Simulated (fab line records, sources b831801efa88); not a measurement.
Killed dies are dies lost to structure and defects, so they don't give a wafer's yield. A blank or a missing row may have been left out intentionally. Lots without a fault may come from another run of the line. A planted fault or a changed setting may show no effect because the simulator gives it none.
Matching of chambers + flow gf180mcu + 3 sister chambers for GF_V5_CVD_02 on pecvd-01
The step deposits SiO2 from TEOS, target thk 1450 nm, time 163.28 s. 3 wafers are shown with their chamber, then 7 later ones without.

== WAFERS PAIRED WITH THEIR CHAMBERS ==
| wafer  | chamber | heater_power_w (W) |
|--------|---------|--------------------|
| L109.2 | 0       | 706                |
| L109.6 | 2       | 676                |
| L110.4 | 1       | 720                |

== WAFERS WITH NO CHAMBER GIVEN ==
| wafer  | heater_power_w (W) |
|--------|--------------------|
| L110.6 | 708                |
| L114.3 | 593                |
| L114.5 | 647                |
| L114.6 | 830                |
| L118.3 | 725                |
| L118.4 | 722                |
| L118.6 | 680                |

== WHICH CHAMBER EACH ONE RAN IN ==
| wafer  | from the rows above          | in truth |
|--------|------------------------------|----------|
| L110.6 | can't be placed: 0 or 1 or 2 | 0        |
| L114.3 | can't be placed: 2 or 0 or 1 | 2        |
| L114.5 | can't be placed: 2 or 0 or 1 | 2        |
| L114.6 | can't be placed: 1 or 0 or 2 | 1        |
| L118.3 | can't be placed: 1 or 0 or 2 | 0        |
| L118.4 | can't be placed: 1 or 0 or 2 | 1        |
| L118.6 | can't be placed: 2 or 0 or 1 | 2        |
Correct placement for 0 of the 7. These rows do not allow placing 7 (true chamber among the candidates in 7). Placed wrongly: 0.
How it was worked out, from the rows above alone: a wafer's distance from a chamber is the root of the sum, over the readings, of the square of ((its reading less the chamber's mean) divided by the reading's scatter). If the next closest chamber is less than 2 further off than the closest, the wafer can't be placed; otherwise it belongs to the closest. A chamber's mean is the mean of its shown wafers. The scatter (one wafer shown for each chamber): square how far every hidden wafer sits from the nearest shown wafer, average those squares and take the square root.
